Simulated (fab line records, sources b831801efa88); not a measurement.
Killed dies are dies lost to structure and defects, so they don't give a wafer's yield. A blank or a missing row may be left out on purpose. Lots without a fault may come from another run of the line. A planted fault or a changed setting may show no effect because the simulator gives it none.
A struck lot beside a sound one | flow sky130 | 32 steps out of a route of 708
Sound: wafers L329.3, L329.5, L329.6. Struck: wafer L339.5. (L339.1, L339.3 of the same lot were not struck and are left out.) The cause comes at the end.
At each step with rows: each side's tool, then ch and its chambers, then its first start. Under that, the readings that differ: sound wafers | struck wafers | difference of the means | sigmas: that difference in standard deviations of wafers without a fault.
alike: readings whose means differ by less than 2 such deviations, and words and numbers that are the same on both sides. not compared: withheld readings, readings that some wafer has no value for, bounds like >300 that may hide the same value, and numbers for which the record gives no deviation and whose values overlap.
The two part at a step that has a row with sigmas, a row that says differs or no value, or rows on one side only. Numbers that don't overlap but have no deviation are shown without sigmas and don't part them. A reading that every wafer of one side lacks parts them only if that side has two wafers or more.

first, 8 steps without rows for these wafers: SKY_LI_CONTACT_ETCH_14 (etches BARC in N2/H2, stops on SiO2, time 45.9 s, target depth 60 nm); SKY_LI_CONTACT_ETCH_15 (etches PSG in C4F8/O2/Ar, stops on Si, target depth 600 nm); SKY_LI_CONTACT_STRIP_16 (strips in O2/N2); SKY_LI_CONTACT_CLEAN_17 (cleans in NMP, time 600 s); SKY_LI_CONTACT_PRE_CLEAN_18 (time 5.6 s); SKY_LI_CONTACT_SPUTTER_19 (material Ti, target thk 20 nm, time 106.37 s); SKY_LI_CONTACT_SPUTTER_20 (material TiN, target thk 20 nm, time 80 s); SKY_LI_CONTACT_CVD_21 (deposits W, target thk 400 nm, time 120.56 s).
SKY_LI_CONTACT_CMP_24: polishes, stops on PSG, t overpolish 20 s, target thk 0 nm.
  sound on cmp-02 ch 2,3, day 30 09:34; struck on cmp-02 ch 0, day 37 04:12
  alike: motor_current_A, overpolish_run_s, time_to_endpoint_s
then, 22 steps without rows for these wafers: SKY_LOCAL_INTERCONNECT_SPUTTER_00 (material TiN, target thk 100 nm, time 83.3 s); SKY_LOCAL_INTERCONNECT_DEHYDRATE_03 (time 60 s); SKY_LOCAL_INTERCONNECT_HMDS_04 (prime time 60 s); SKY_LOCAL_INTERCONNECT_COAT_05 (resist thk 60 nm); SKY_LOCAL_INTERCONNECT_COAT_06 (resist thk 450 nm); SKY_LOCAL_INTERCONNECT_SOFTBAKE_07 (time 90 s); SKY_LOCAL_INTERCONNECT_EXPOSE_08 (exposes mask LI1M, target cd 170 nm); SKY_LOCAL_INTERCONNECT_PEB_09; SKY_LOCAL_INTERCONNECT_DEVELOP_10 (develop time 60 s); SKY_LOCAL_INTERCONNECT_ETCH_13 (etches BARC in N2/H2, stops on SiO2, time 45.9 s, target depth 60 nm); SKY_LOCAL_INTERCONNECT_METAL_ETCH_14 (etches TiN in Cl2/BCl3, stops on PSG, target depth 110 nm, time 31.4 s); SKY_LOCAL_INTERCONNECT_STRIP_15 (strips in O2/N2); SKY_LOCAL_INTERCONNECT_STRIP_16 (strips in post etch residue remover, time 1200 s); SKY_LOCAL_INTERCONNECT_CLEAN_17 (cleans in IPA, time 180 s); SKY_LOCAL_INTERCONNECT_CLEAN_18 (cleans in O3/DIW); SKY_CONTACT_CVD_00 (deposits Si3N4, target thk 75 nm); SKY_CONTACT_HDPCVD_02 (deposits SiO2, target thk 565 nm, time 94.2 s); SKY_CONTACT_CMP_04 (polishes SiO2); SKY_CONTACT_DEHYDRATE_06 (time 60 s); SKY_CONTACT_HMDS_07 (prime time 60 s); SKY_CONTACT_COAT_08 (resist thk 60 nm); SKY_CONTACT_COAT_09 (resist thk 450 nm).
-- the record jumps here: 14 days lie between the struck wafers' starts before and after (it left off in module CONTACT and takes up again in module PAD_OPEN, whose first step shown is number 708 of the route) --
SKY_PAD_OPEN_PROBE_99:
  sound on prober-01, day 46 20:03; struck on prober-01, day 51 13:13
  reading            | sound    | struck | difference | sigmas
  killed_at_contacts | 20 23 17 | 305    | +285       | +51
  killed_dies        | 69 87 75 | 348    | +271       | +28
  killed_on_rim      | 15 22 14 | 67     | +50        | +13
  killed_open        | 44 45 44 | 29     | -15        | -2
  alike: killed_at_M0_to_M3, killed_at_M4_up, killed_at_front_end, killed_at_other, killed_short

WHERE THEY PART
Only at SKY_PAD_OPEN_PROBE_99, within this record.

WHY: what the simulator had put in
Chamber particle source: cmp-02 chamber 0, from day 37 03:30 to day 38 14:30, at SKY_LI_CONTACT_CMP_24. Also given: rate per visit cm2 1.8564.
